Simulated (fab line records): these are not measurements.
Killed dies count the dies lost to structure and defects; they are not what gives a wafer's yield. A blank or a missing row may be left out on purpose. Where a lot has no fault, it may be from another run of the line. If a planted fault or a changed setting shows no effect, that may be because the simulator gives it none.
fab line records    flow sky130
[record] lots = 7  wafers = 21  lastDay = 50
route steps=708 shown LDD_LDN@294 SPACER@304 PAD_OPEN@708
lots that met no fault: taken from a fault-free run of the same line
startH: the number of hours between the record's first day and the start of the first shown wafer of the lot    waitH: how many hours have passed since the lot's step before this one    " as in the row above    L1.1+2: several wafers, shown together as one row    - value missing, or start not given    * or withheld: withheld    < > ~ a bound
route shown NAME@n: NAME is a module with steps in the file, n the number in the route of the first one    usual: average and standard deviation across the fault-free wafers    same: alike in all rows    chamber/n: place in a boat    sites: readings site by site    _std_site: the standard deviation of these    _edge_site: inner sites' mean taken away from outer sites' mean    radiusMm: how far each site lies from the wafer's centre    mask NAME#n: copy n    behind: tool/chamber where the wafer was last shaped    hold: cause of the lot's hold/its duration in hours/its outcome    device: names the non-switching transistor (n, p or np)    end of line: the route-end tests of the same wafers    where a step has no rows: the recipe by itself    killed: not the wafer's yield, but the dies lost to structure and defects at the first sort    map: the dies of a wafer, with x for killed, . for not killed, _ for no die there
set.NAME: the setting the step ran with; set.NAME@STEP: the setting that earlier step ran with    model.NAME: the simulator's own value behind a step, which no gauge read
lots at selected steps of the route; one table per step, one row per wafer
services: from which hour (startH, from the record's first day; less than 0 if before it) a tool's chamber was out of use, for how many hours, and why
[[steps]]
[step SKY_LDD_LDN_PEB_05]
[recipe] tempC = withheld  timeS = *  resist = NOVOLAK
[step SKY_LDD_LDN_DEVELOP_06]
[recipe] resist = NOVOLAK  developer = TMAH  developTimeS = 60  devTempC = 23
[step SKY_LDD_LDN_OVL_MEAS_07]
[usual] LDD_LDN_OVL = -0.2/1.4
lot.wafer  tool        chamber  startH  waitH  LDD_LDN_OVL[nm]
L676.1     overlay-02  -        600.04  0.1    -1.5
L676.3     "           -        "       "      1.0
L676.4     "           -        "       "      0.0
L678.2     overlay-02  -        625.63  0.1    -0.8
L678.4     "           -        "       "      0.4
L678.6     "           -        "       "      -2.4
L681.2     overlay-02  -        646.54  0.1    0.3
L681.4     "           -        "       "      1.5
L681.5     "           -        "       "      1.1
L683.2     overlay-01  -        676.43  0.1    0.5
L683.3     "           -        "       "      0.1
L683.6     "           -        "       "      -0.7
L685.1     overlay-02  -        677.82  0.1    0.2
L685.4     "           -        "       "      0.7
L685.5     "           -        "       "      0.6
L690.4     overlay-01  -        715.59  0.1    1.0
L690.5     "           -        "       "      0.0
L690.6     "           -        "       "      0.4
L691.1     overlay-01  -        718.17  0.1    -0.7
L691.3     "           -        "       "      -0.9
L691.6     "           -        "       "      -2.3
[step SKY_LDD_LDN_IMPLANT_08]
[recipe] species = As  energyKev = 15  doseCm2 = 1.25e+13  tiltDeg = withheld  rotationDeg = 23
[step SKY_LDD_LDN_IMPLANT_09]
[recipe] species = As  energyKev = 15  doseCm2 = 1.25e+13  tiltDeg = withheld  rotationDeg = 113
[step SKY_LDD_LDN_IMPLANT_10]
[recipe] species = As  energyKev = 15  doseCm2 = 1.25e+13  tiltDeg = withheld  rotationDeg = 203
[step SKY_LDD_LDN_IMPLANT_11]
[recipe] species = As  energyKev = 15  doseCm2 = 1.25e+13  tiltDeg = withheld  rotationDeg = 293
[step SKY_LDD_LDN_STRIP_12]
[recipe] chemistry = O2/N2  powerW = 1400  pressureMtorr = 1500  platenTempC = withheld  o2FlowSccm = 3000  n2FlowSccm = 300  overashFraction = 0.5
[usual] drypumpMotorCurrentA = 5.7/0.47  oesProductAu = 0.715/0.0044  stripTimeToEndpointS = 14.16/0.046
lot.wafer  tool            chamber  startH  waitH  drypumpMotorCurrentA  oesProductAu  rfHoursCounterH  stripTimeToEndpointS
L676.1     plasmaAsher-01  1        600.67  0.1    6.2                   0.713         47               14.17
L676.3     "               1        "       "      6.2                   0.710         -                14.16
L676.4     "               0        "       "      5.4                   0.719         -                14.20
L678.2     plasmaAsher-03  0        626.26  0.1    6.4                   0.710         17               14.17
L678.4     "               0        "       "      6.3                   0.714         -                14.20
L678.6     "               0        "       "      6.3                   0.716         -                14.18
L681.2     plasmaAsher-03  0        647.17  0.1    6.3                   0.721         19               14.27
L681.4     "               0        "       "      6.3                   0.713         -                14.24
L681.5     "               0        "       "      6.3                   0.716         -                14.16
L683.2     plasmaAsher-02  1        677.06  0.1    5.2                   0.717         87               14.14
L683.3     "               1        "       "      5.2                   0.722         -                14.08
L683.6     "               0        "       "      5.1                   0.714         -                14.11
L685.1     plasmaAsher-01  1        678.46  0.1    6.2                   0.717         55               14.14
L685.4     "               1        "       "      6.2                   0.714         -                14.14
L685.5     "               1        "       "      6.2                   0.715         -                14.15
L690.4     plasmaAsher-01  1        716.24  0.1    6.2                   0.723         -                14.11
L690.5     "               1        "       "      6.2                   0.717         -                14.10
L690.6     "               0        "       "      5.4                   0.713         -                14.17
L691.1     plasmaAsher-02  1        718.81  0.1    5.2                   0.713         91               14.19
L691.3     "               1        "       "      5.2                   0.715         -                14.14
L691.6     "               0        "       "      5.2                   0.721         -                14.17
[step SKY_LDD_LDN_TW_MEAS_13]
[usual] LDD_LDN_TW = 1490/7.6
lot.wafer  tool          chamber  startH  waitH  LDD_LDN_TW
L676.1     filmMetro-04  -        600.77  0.1    1488
L676.3     "             -        "       "      1494
L676.4     "             -        "       "      1491
L678.2     filmMetro-04  -        626.37  0.1    1486
L678.4     "             -        "       "      1490
L678.6     "             -        "       "      1491
L681.2     filmMetro-02  -        647.28  0.1    1499
L681.4     "             -        "       "      1504
L681.5     "             -        "       "      1495
L683.2     filmMetro-02  -        677.17  0.1    1497
L683.3     "             -        "       "      1500
L683.6     "             -        "       "      1503
L685.1     filmMetro-04  -        678.56  0.1    1485
L685.4     "             -        "       "      1495
L685.5     "             -        "       "      1485
L690.4     filmMetro-02  -        716.34  0.1    1495
L690.5     "             -        "       "      1501
L690.6     "             -        "       "      1504
L691.1     filmMetro-01  -        718.91  0.1    1481
L691.3     "             -        "       "      1484
L691.6     "             -        "       "      1493
[step SKY_LDD_LDN_CLEAN_14]
[recipe] chemistry = SC1/SC2  mix = 1:4:20  tempC = 70  timeS = 150  dry = n2Spin
[step SKY_SPACER_CVD_00]
[recipe] material = Si3N4  precursor = DCS/NH3  targetThkNm = 43.1  tempC = 770  timeS = 740  pressureMtorr = 250
[step SKY_SPACER_THK_MEAS_01]
[recipe] reads = Si3N4_of_SPACER_CVD_00
[usual] SPACER_CVD_00_THK = 42.8/0.47
lot.wafer  tool          chamber  startH  waitH  SPACER_CVD_00_THK[nm]
L676.1     filmMetro-03  -        602.09  0.0    43.7
L676.3     "             -        "       "      43.6
L676.4     "             -        "       "      43.7
L678.2     filmMetro-04  -        627.68  0.0    42.4
L678.4     "             -        "       "      42.5
L678.6     "             -        "       "      42.9
L681.2     filmMetro-04  -        648.60  0.0    43.2
L681.4     "             -        "       "      43.0
L681.5     "             -        "       "      42.8
L683.2     filmMetro-03  -        679.11  0.0    43.2
L683.3     "             -        "       "      42.6
L683.6     "             -        "       "      42.9
L685.1     filmMetro-04  -        680.30  0.0    42.5
L685.4     "             -        "       "      42.6
L685.5     "             -        "       "      42.4
L690.4     filmMetro-02  -        718.77  0.0    42.3
L690.5     "             -        "       "      42.4
L690.6     "             -        "       "      42.4
L691.1     filmMetro-02  -        721.14  0.1    42.7
L691.3     "             -        "       "      42.6
L691.6     "             -        "       "      42.8
[step SKY_SPACER_ETCHBACK_02]
[recipe] chemistry = CH3F/O2  target = Si3N4  stopOn = SiO2  sourceW = 400  biasW = 80  pressureMtorr = 25  ch3fFlowSccm = 40  O2_flow_sccm = 30  timeS = 46.7  targetDepthA = 450
[usual] O2_flow_sccm = 29.99/0.088  biasW = 79.98/0.24  drypumpMotorCurrentA = 5.7/0.39  oesProductAu = 0.851/0.0075  throttleValvePct = 10.562/0.0097
lot.wafer  tool        chamber  startH  waitH  O2_flow_sccm  biasW  drypumpMotorCurrentA  oesProductAu  rfHoursCounterH  throttleValvePct
L676.1     rieDiel-01  2        602.15  0.1    29.93         80.51  6.3                   0.864         13               10.578
L676.3     "           1        "       "      29.90         79.78  5.8                   0.860         5                10.550
L676.4     "           3        "       "      30.03         79.92  5.3                   0.864         7                10.578
L678.2     rieDiel-01  3        627.73  0.0    30.14         80.23  5.3                   0.852         7                10.553
L678.4     "           0        "       "      29.91         79.97  5.5                   0.851         5                10.560
L678.6     "           2        "       "      29.96         79.79  6.3                   0.852         -                10.561
L681.2     rieDiel-02  3        648.65  0.0    -             -      -                     -             -                -
L681.4     "           2        "       "      -             -      -                     -             -                -
L681.5     "           0        "       "      -             -      -                     -             -                -
L683.2     rieDiel-01  3        679.16  0.0    -             -      -                     -             -                -
L683.3     "           1        "       "      -             -      -                     -             -                -
L683.6     "           1        "       "      -             -      -                     -             -                -
L685.1     rieDiel-03  3        680.36  0.1    -             -      -                     -             -                -
L685.4     "           0        "       "      -             -      -                     -             -                -
L685.5     "           2        "       "      -             -      -                     -             -                -
L690.4     rieDiel-01  2        718.80  0.0    29.85         79.96  6.3                   0.843         16               10.576
L690.5     "           3        "       "      30.12         79.31  5.3                   0.854         -                10.571
L690.6     "           2        "       "      29.92         80.04  6.3                   0.851         -                10.580
L691.1     rieDiel-01  3        721.20  0.1    30.06         80.10  5.3                   0.849         9                10.571
L691.3     "           0        "       "      30.12         80.09  5.5                   0.850         7                10.564
L691.6     "           2        "       "      29.99         80.00  6.3                   0.847         -                10.575
[step SKY_PAD_OPEN_PROBE_99]
[usual] killed_at_M0_to_M3 = 43/7.7  killed_at_M4_up = 3.4/1.9  killedAtContacts = 25/5.6  killedAtFrontEnd = 14/4.3  killedAtOther = 0.2/0.5  killedDies = 86/10  killedOnRim = 17/4.1  killedOpen = 47/7.2  killedShort = 39/6.7
[same] grossDies = 492  killedAtBackSide = 0
lot.wafer  tool       chamber  startH   waitH  killed_at_M0_to_M3  killed_at_M4_up  killedAtContacts  killedAtFrontEnd  killedAtOther  killedDies  killedOnRim  killedOpen  killedShort
L676.1     prober-02  -        1129.54  0.1    37                  2                16                13                1              69          14           35          34
L676.3     prober-02  -        1129.64  0.2    40                  4                25                13                0              82          19           57          25
L676.4     prober-02  -        1129.69  0.2    30                  5                23                9                 0              67          10           36          31
L678.2     prober-02  -        1143.19  0.1    52                  3                16                10                1              82          10           54          28
L678.4     prober-02  -        1143.29  0.2    31                  3                20                9                 0              63          8            34          29
L678.6     prober-02  -        1143.39  0.2    48                  1                27                5                 0              81          14           54          27
L681.2     prober-01  -        1156.26  0.1    28                  8                21                435               0              492         96           36          36
L681.4     prober-01  -        1156.36  0.2    64                  7                19                402               0              492         96           57          42
L681.5     prober-01  -        1156.41  0.2    40                  1                29                422               0              492         96           51          35
L683.2     prober-02  -        1174.95  0.1    59                  6                24                403               0              492         96           49          54
L683.3     prober-02  -        1175.00  0.2    50                  2                22                418               0              492         96           53          40
L683.6     prober-02  -        1175.15  0.2    49                  0                28                414               1              492         96           50          39
L685.1     prober-01  -        1178.00  0.1    48                  6                23                414               1              492         96           44          56
L685.4     prober-01  -        1178.15  0.2    35                  2                24                431               0              492         96           38          41
L685.5     prober-01  -        1178.20  0.2    43                  8                28                412               1              492         96           48          40
L690.4     prober-02  -        1200.56  0.2    49                  4                23                12                0              88          12           47          41
L690.5     prober-02  -        1200.61  0.2    47                  6                17                19                0              89          17           46          43
L690.6     prober-02  -        1200.66  0.2    44                  4                16                11                0              75          11           43          32
L691.1     prober-01  -        1203.95  0.1    51                  6                26                7                 0              90          15           49          41
L691.3     prober-01  -        1204.05  0.2    40                  2                21                15                0              78          13           37          41
L691.6     prober-01  -        1204.20  0.2    48                  1                34                15                0              98          13           60          38
// killed by level:class
L676.1 VIA1:geometricParticle:open=11 FIELD_ISO:geometricParticle:short=5 METAL2:geometricParticle:short=5 LI_CONTACT:geometricParticle:open=5 METAL1:geometricParticle:short=5 CONTACT:geometricParticle:open=5 VIA3:geometricParticle:open=5 VIA1:geometricParticle:short=4
L676.3 VIA1:geometricParticle:open=18 CONTACT:geometricParticle:open=9 LI_CONTACT:geometricParticle:open=6 FIELD_ISO:geometricParticle:open=5 VIA2:geometricParticle:open=4 LOCAL_INTERCONNECT:geometricParticle:short=4 METAL1:geometricParticle:short=4 FIELD_ISO:geometricParticle:short=3
L676.4 VIA1:geometricParticle:open=9 LI_CONTACT:geometricParticle:open=6 METAL4:geometricParticle:short=5 LOCAL_INTERCONNECT:geometricParticle:short=5 CONTACT:geometricParticle:open=5 FIELD_ISO:geometricParticle:open=4 VIA3:geometricParticle:open=4 CONTACT:geometricParticle:short=4
L678.2 VIA1:geometricParticle:open=15 VIA3:geometricParticle:open=13 VIA1:geometricParticle:short=7 CONTACT:geometricParticle:open=6 VIA2:geometricParticle:open=6 LI_CONTACT:geometricParticle:open=5 FIELD_ISO:geometricParticle:open=4 CONTACT:geometricParticle:short=3
L678.4 LI_CONTACT:geometricParticle:open=7 VIA1:geometricParticle:open=5 VIA3:geometricParticle:open=5 METAL1:geometricParticle:short=5 METAL2:geometricParticle:short=5 VIA2:geometricParticle:open=5 FIELD_ISO:geometricParticle:open=4 LI_CONTACT:geometricParticle:short=4
L678.6 VIA1:geometricParticle:open=18 CONTACT:geometricParticle:open=8 LI_CONTACT:geometricParticle:open=8 VIA2:geometricParticle:open=8 VIA3:geometricParticle:open=6 METAL2:geometricParticle:short=5 LOCAL_INTERCONNECT:geometricParticle:short=4 CONTACT:geometricParticle:short=3
L681.2 SPACER:areaEtchback=420 CONTACT:geometricParticle:open=9 FIELD_ISO:geometricParticle:short=8 VIA1:geometricParticle:open=7 METAL2:geometricParticle:short=5 CONTACT:geometricParticle:short=5 METAL4:geometricParticle:short=5 LI_CONTACT:geometricParticle:open=4
L681.4 SPACER:areaEtchback=393 VIA1:geometricParticle:open=15 VIA2:geometricParticle:open=13 CONTACT:geometricParticle:open=8 METAL1:geometricParticle:short=7 VIA1:geometricParticle:short=6 VIA3:geometricParticle:open=6 LI_CONTACT:geometricParticle:open=5
L681.5 SPACER:areaEtchback=406 CONTACT:geometricParticle:open=12 LI_CONTACT:geometricParticle:open=9 VIA2:geometricParticle:open=8 VIA1:geometricParticle:open=7 VIA3:geometricParticle:open=7 POLY_GATE:geometricParticle:short=5 VIA1:geometricParticle:short=5
L683.2 SPACER:areaEtchback=389 VIA1:geometricParticle:open=14 METAL2:geometricParticle:short=11 CONTACT:geometricParticle:open=7 METAL1:geometricParticle:short=7 CONTACT:geometricParticle:short=6 FIELD_ISO:geometricParticle:open=5 METAL4:geometricParticle:short=5
L683.3 SPACER:areaEtchback=399 VIA1:geometricParticle:open=15 CONTACT:geometricParticle:open=8 METAL2:geometricParticle:short=8 VIA1:geometricParticle:short=7 VIA2:geometricParticle:open=7 FIELD_ISO:geometricParticle:open=6 POLY_GATE:geometricParticle:short=6
L683.6 SPACER:areaEtchback=403 CONTACT:geometricParticle:open=16 VIA1:geometricParticle:open=9 VIA3:geometricParticle:open=7 CONTACT:geometricParticle:short=6 VIA2:geometricParticle:short=5 VIA2:geometricParticle:open=5 METAL3:geometricParticle:short=5
L685.1 SPACER:areaEtchback=392 FIELD_ISO:geometricParticle:short=8 CONTACT:geometricParticle:open=8 METAL1:geometricParticle:short=8 FIELD_ISO:geometricParticle:open=7 VIA2:geometricParticle:open=7 VIA1:geometricParticle:open=7 VIA2:geometricParticle:short=7
L685.4 SPACER:areaEtchback=413 CONTACT:geometricParticle:open=12 POLY_GATE:geometricParticle:short=7 METAL1:geometricParticle:short=7 VIA2:geometricParticle:open=6 LI_CONTACT:geometricParticle:open=5 CONTACT:geometricParticle:short=5 VIA1:geometricParticle:short=5
L685.5 SPACER:areaEtchback=404 VIA1:geometricParticle:open=12 CONTACT:geometricParticle:open=10 VIA3:geometricParticle:open=8 LI_CONTACT:geometricParticle:open=7 VIA1:geometricParticle:short=7 METAL1:geometricParticle:short=6 METAL4:geometricParticle:short=6
L690.4 CONTACT:geometricParticle:open=10 VIA1:geometricParticle:open=9 METAL1:geometricParticle:short=8 METAL2:geometricParticle:short=7 VIA3:geometricParticle:open=7 VIA2:geometricParticle:open=6 CONTACT:geometricParticle:short=5 SPACER:geometricParticle:open=4
L690.5 METAL2:geometricParticle:short=12 VIA1:geometricParticle:open=9 METAL1:geometricParticle:short=8 VIA3:geometricParticle:open=7 CONTACT:geometricParticle:open=6 FIELD_ISO:geometricParticle:open=5 FIELD_ISO:geometricParticle:short=4 POLY_GATE:geometricParticle:open=4
L690.6 VIA2:geometricParticle:open=11 FIELD_ISO:geometricParticle:open=5 CONTACT:geometricParticle:open=5 VIA1:geometricParticle:open=5 METAL2:geometricParticle:short=5 METAL3:geometricParticle:short=5 LI_CONTACT:geometricParticle:open=4 VIA3:geometricParticle:open=4
L691.1 VIA3:geometricParticle:open=11 VIA1:geometricParticle:open=9 CONTACT:geometricParticle:open=7 LI_CONTACT:geometricParticle:open=6 METAL2:geometricParticle:short=6 LOCAL_INTERCONNECT:geometricParticle:short=5 VIA3:geometricParticle:short=5 METAL4:geometricParticle:short=5
L691.3 VIA1:geometricParticle:open=7 FIELD_ISO:geometricParticle:open=6 METAL2:geometricParticle:short=6 CONTACT:geometricParticle:open=5 VIA3:geometricParticle:open=5 LI_CONTACT:geometricParticle:open=5 FIELD_ISO:geometricParticle:short=4 LOCAL_INTERCONNECT:geometricParticle:short=4
L691.6 CONTACT:geometricParticle:open=14 VIA1:geometricParticle:open=13 LI_CONTACT:geometricParticle:open=9 VIA3:geometricParticle:open=7 FIELD_ISO:geometricParticle:open=6 VIA1:geometricParticle:short=6 VIA2:geometricParticle:open=5 VIA3:geometricParticle:short=5
// map L681.2 (x killed, . not)
__________xxxxxxxxxx_________
________xxxxxxxxxxxxxx_______
______xxxxxxxxxxxxxxxxxx_____
_____xxxxxxxxxxxxxxxxxxxx____
____xxxxxxxxxxxxxxxxxxxxxx___
___xxxxxxxxxxxxxxxxxxxxxxxx__
__xxxxxxxxxxxxxxxxxxxxxxxxxx_
_xxxxxxxxxxxxxxxxxxxxxxxxxxxx
_xxxxxxxxxxxxxxxxxxxxxxxxxxxx
_xxxxxxxxxxxxxxxxxxxxxxxxxxxx
_xxxxxxxxxxxxxxxxxxxxxxxxxxxx
_xxxxxxxxxxxxxxxxxxxxxxxxxxxx
_xxxxxxxxxxxxxxxxxxxxxxxxxxxx
_xxxxxxxxxxxxxxxxxxxxxxxxxxxx
_xxxxxxxxxxxxxxxxxxxxxxxxxxxx
__xxxxxxxxxxxxxxxxxxxxxxxxxx_
___xxxxxxxxxxxxxxxxxxxxxxxx__
____xxxxxxxxxxxxxxxxxxxxxx___
_____xxxxxxxxxxxxxxxxxxxx____
______xxxxxxxxxxxxxxxxxx_____
________xxxxxxxxxxxxxx_______
__________xxxxxxxxxx_________
// map L683.2 (x killed, . not)
__________xxxxxxxxxx_________
________xxxxxxxxxxxxxx_______
______xxxxxxxxxxxxxxxxxx_____
_____xxxxxxxxxxxxxxxxxxxx____
____xxxxxxxxxxxxxxxxxxxxxx___
___xxxxxxxxxxxxxxxxxxxxxxxx__
__xxxxxxxxxxxxxxxxxxxxxxxxxx_
_xxxxxxxxxxxxxxxxxxxxxxxxxxxx
_xxxxxxxxxxxxxxxxxxxxxxxxxxxx
_xxxxxxxxxxxxxxxxxxxxxxxxxxxx
_xxxxxxxxxxxxxxxxxxxxxxxxxxxx
_xxxxxxxxxxxxxxxxxxxxxxxxxxxx
_xxxxxxxxxxxxxxxxxxxxxxxxxxxx
_xxxxxxxxxxxxxxxxxxxxxxxxxxxx
_xxxxxxxxxxxxxxxxxxxxxxxxxxxx
__xxxxxxxxxxxxxxxxxxxxxxxxxx_
___xxxxxxxxxxxxxxxxxxxxxxxx__
____xxxxxxxxxxxxxxxxxxxxxx___
_____xxxxxxxxxxxxxxxxxxxx____
______xxxxxxxxxxxxxxxxxx_____
________xxxxxxxxxxxxxx_______
__________xxxxxxxxxx_________
[[services]]
tool            chamber  startH  hours  kind
rieDiel-01      2        579.01  5.2    repair
plasmaAsher-03  -        579.54  2.8    pm
plasmaAsher-02  -        591.06  4.3    pm
rieDiel-03      1        628.60  11.6   repair
rieDiel-03      0        632.41  2.9    repair
plasmaAsher-02  -        635.22  11.1   pm
rieDiel-02      1        636.88  1.5    repair
plasmaAsher-03  -        648.99  1.8    repair
plasmaAsher-02  -        653.62  4.9    repair
rieDiel-02      -        665.87  2.8    pm
rieDiel-01      -        678.21  0.6    repair
rieDiel-02      0        690.19  9.3    repair
plasmaAsher-01  -        690.61  2.8    pm
rieDiel-02      2        695.12  6.3    repair
rieDiel-02      1        706.11  7.7    repair
[[key]]
[firstSign] step = SKY_SPACER_ETCHBACK_02  reading = toolRecord  direction = missing
[effect] step = SKY_PAD_OPEN_PROBE_99  reading = killedAtFrontEnd  direction = up  sigmas = 93  usual = 14  struck = 417
[moreKillsBornAt] SKY_SPACER_ETCHBACK_02@rieDiel-02 = 1217  SKY_SPACER_ETCHBACK_02@rieDiel-03 = 1209  SKY_SPACER_ETCHBACK_02@rieDiel-01 = 1189
metAt SKY_SPACER_ETCHBACK_02
struckWafers L681.2,L681.4,L681.5,L683.2,L683.3,L683.6,L685.1,L685.4,L685.5
laterRowsLeftOut L681.2,L681.4,L681.5,L683.2,L683.3,L683.6,L685.1,L685.4,L685.5
testerLeftOut L681,L683,L685
onsetBetween 627.73 648.65
[fault] kind = skippedStepWhole  tool = rieDiel-01,rieDiel-02,rieDiel-03  chamber = -  onsetH = 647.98  steps = SKY_SPACER_ETCHBACK_02  scope = struckLotsOnly
// testerLeftOut: of these lots the tester's yield and bins aren't shown, on N5 and GAA mostly nor the transistor test; their killed dies are dies lost to structure and defects alone, not to doping, threshold or leakage, so they don't give the yield
// laterRowsLeftOut: the simulator's readings of these wafers behind a module that went badly wrong aren't trusted and aren't shown, but for the sort
